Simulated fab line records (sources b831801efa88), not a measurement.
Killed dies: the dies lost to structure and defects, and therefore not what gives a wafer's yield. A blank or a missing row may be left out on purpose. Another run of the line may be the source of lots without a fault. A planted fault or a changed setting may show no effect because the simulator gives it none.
Which of the tools did it? -- flow gf180mcu -- 42 wafers from 14 lots sampled at 4 of the route's 602 steps

WHAT THE GAUGES SHOWED, per wafer
GF_M5_CD_MEAS_07: target cd 280 nm. Usual: cd nm reads 279.6 nm (standard deviation 1.1).
lot,measured,on,cd nm (nm),flag
L298,day 26 06:52,cd sem-01,280.1 280.6 281.5,
L299,day 26 10:01,cd sem-01,278.2 278.6 278.4,
L301,day 27 15:19,cd sem-01,278.9 278.8 280.0,
L302,day 27 17:57,cd sem-02,279.8 280.3 279.8,
L303,day 28 01:52,cd sem-02,278.8 279.4 279.4,
L304,day 28 07:55,cd sem-02,280.4 279.6 280.1,
L305,day 28 16:21,cd sem-01,279.4 279.0 279.6,
L306,day 28 20:43,cd sem-01,279.9 279.7 280.1,
L308,day 29 10:09,cd sem-01,280.4 280.4 280.3,
L311,day 30 08:20,cd sem-01,277.8 278.4 278.4,
L317,day 31 18:12,cd sem-01,279.0 279.1 281.6,
L318,day 32 00:06,cd sem-01,280.2 279.3 278.4,
L319,day 32 08:20,cd sem-02,277.6 276.7 277.4,
L321,day 32 18:42,cd sem-02,279.3 278.4 279.5,

GF_TOP_METAL_RS_MEAS_05: measures by four-point-probe. Usual: TOP_METAL_ALCU_RS typically reads 0.0327 ohm/sq, with standard deviation 0.00041.
lot,measured,on,TOP_METAL_ALCU_RS (ohm/sq),flag
L298,day 27 06:31,film metro-02,0.0322 0.0330 0.0327,
L299,day 27 09:25,film metro-03,0.0329 0.0320 0.0330,
L301,day 28 14:06,film metro-02,0.0325 0.0324 0.0324,
L302,day 28 17:33,film metro-03,0.0328 0.0328 0.0327,
L303,day 29 00:29,film metro-02,0.0322 0.0319 0.0320,
L304,day 29 06:05,film metro-01,0.0334 0.0329 0.0328,
L305,day 29 14:56,film metro-02,0.0334 0.0340 0.0331,
L306,day 29 18:48,film metro-01,0.0327 0.0328 0.0326,
L308,day 30 08:23,film metro-03,0.0325 0.0322 0.0330,
L311,day 31 05:30,film metro-02,0.0326 0.0321 0.0329,
L317,day 32 14:15,film metro-03,0.0327 0.0326 0.0324,
L318,day 32 20:18,film metro-03,0.0325 0.0335 0.0325,
L319,day 33 03:46,film metro-02,0.0328 0.0326 0.0323,
L321,day 33 14:01,film metro-02,0.0328 0.0330 0.0329,

WHICH TOOL RAN EACH LOT (tool, then ch and the chambers of the sampled wafers, then the start)
lot,GF_MIM_CVD_05,GF_V5_STRIP_18
L298,"pecvd-04 ch 0,1,2, day 24 11:58","plasma asher-03 ch 0,1, day 27 05:01"
L299,"pecvd-02 ch 0,1,2, day 24 15:05","plasma asher-04 ch 0,1, day 27 07:56"
L301,"pecvd-02 ch 0,1, day 25 21:05","plasma asher-03 ch 0,1, day 28 12:35"
L302,"pecvd-04 ch 0,1,2, day 26 00:31","plasma asher-02 ch 0,1, day 28 16:06"
L303,"pecvd-02 ch 1, day 26 09:02","plasma asher-04 ch 0,1, day 28 23:01"
L304,"pecvd-01 ch 0,2, day 26 15:17","plasma asher-03 ch 0,1, day 29 04:37"
L305,"pecvd-02 ch 0,1,2, day 27 00:19","plasma asher-04 ch 0,1, day 29 13:27"
L306,"pecvd-01 ch 1,2, day 27 04:26","plasma asher-03 ch 0,1, day 29 17:19"
L308,"pecvd-01 ch 1,2, day 27 18:40","plasma asher-04 ch 0, day 30 06:51"
L311,"pecvd-04 ch 0,1,2, day 28 17:51","plasma asher-02 ch 0,1, day 31 04:02"
L317,"pecvd-01 ch 1,2, day 30 07:31","plasma asher-03 ch 0,1, day 32 12:22"
L318,"pecvd-02 ch 0,1, day 30 12:49","plasma asher-03 ch 0,1, day 32 18:52"
L319,"pecvd-04 ch 0,1, day 30 22:04","plasma asher-04 ch 0,1, day 33 02:19"
L321,"pecvd-01 ch 0,1,2, day 31 08:02","plasma asher-02 ch 0,1, day 33 12:35"
- GF_MIM_CVD_05: deposits Si3N4, target thk 42 nm, time 29.086 s.
- GF_V5_STRIP_18: strips in O2/N2.

WHAT THE TOOLS THEMSELVES READ (means of the sampled wafers that have a number; where no wafer has one, the mark that the record gives instead)
GF_MIM_CVD_05. Usual: heater power w reads 645 W (standard deviation 100).
lot,tool,heater power w (W),flag
L298,pecvd-04,614,
L299,pecvd-02,689,
L301,pecvd-02,753,
L302,pecvd-04,650,
L303,pecvd-02,743,
L304,pecvd-01,590,
L305,pecvd-02,670,
L306,pecvd-01,588,
L308,pecvd-01,627,
L311,pecvd-04,650,
L317,pecvd-01,607,
L318,pecvd-02,752,
L319,pecvd-04,530,
L321,pecvd-01,571,

GF_V5_STRIP_18. Usual: drypump motor current A 6.0 A, standard deviation 0.35; heater power w 315 W, standard deviation 28; n2 flow sccm 300.0 sccm, standard deviation 0.96; oes product au 0.569 a.u., standard deviation 0.0053.
lot,tool,drypump motor current A (A),heater power w (W),n2 flow sccm (sccm),oes product au (a.u.),flag
L298,plasma asher-03,5.9,339,300.3,0.574,
L299,plasma asher-04,6.2,317,299.8,0.565,
L301,plasma asher-03,5.7,343,299.1,0.567,
L302,plasma asher-02,6.1,297,299.8,0.566,
L303,plasma asher-04,6.2,313,300.6,0.574,
L304,plasma asher-03,5.9,331,300.5,0.569,
L305,plasma asher-04,6.2,314,298.7,0.566,
L306,plasma asher-03,5.7,342,300.3,0.572,
L308,plasma asher-04,5.9,278,300.4,0.568,
L311,plasma asher-02,6.1,294,300.7,0.569,
L317,plasma asher-03,5.9,332,279.3,0.571,OFF
L318,plasma asher-03,5.7,344,259.0,0.567,OFF
L319,plasma asher-04,6.0,290,299.8,0.563,
L321,plasma asher-02,5.9,295,300.1,0.570,

THE ANSWER, worked out from the rows above alone
Rule: a lot is off if the mean of its wafers that have a number lies more than 3 standard deviations from the usual mean. Also off: a lot with no number at a reading for which 4 or more lots have one. Where the step has rows for the other lots, those lots are counted as sound. First the gauges in route order, then the tools' own readings, where a lot's mean is used as printed above. At the first step where some lot is off, the reading lying furthest off is the one used; lots without a number count as furthest.
Off at GF_V5_STRIP_18 (n2 flow sccm): L317, L318.
A tool fits if, at that step or a process step before it, it ran every lot that is off, and no sound lot after the first of them. One fits: GF_V5_STRIP_18 on plasma asher-03. Its last sound lot is L306 (day 29 17:19), its first lot that is off L317 (day 32 12:22): a fault that began between those two fits.
On the lots that are off, the tool's own readings at GF_V5_STRIP_18 differ by more than 5 times the standard deviation of the sound lots' means, which bears it out; n2 flow sccm reads 269.1 sccm there versus 300.0 sccm on the sound lots.

WHAT THE SIMULATOR PUT IN
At GF_V5_STRIP_18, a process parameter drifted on plasma asher-03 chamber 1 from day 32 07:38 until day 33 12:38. From 300, the setting n2 flow sccm moved by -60. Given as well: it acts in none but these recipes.
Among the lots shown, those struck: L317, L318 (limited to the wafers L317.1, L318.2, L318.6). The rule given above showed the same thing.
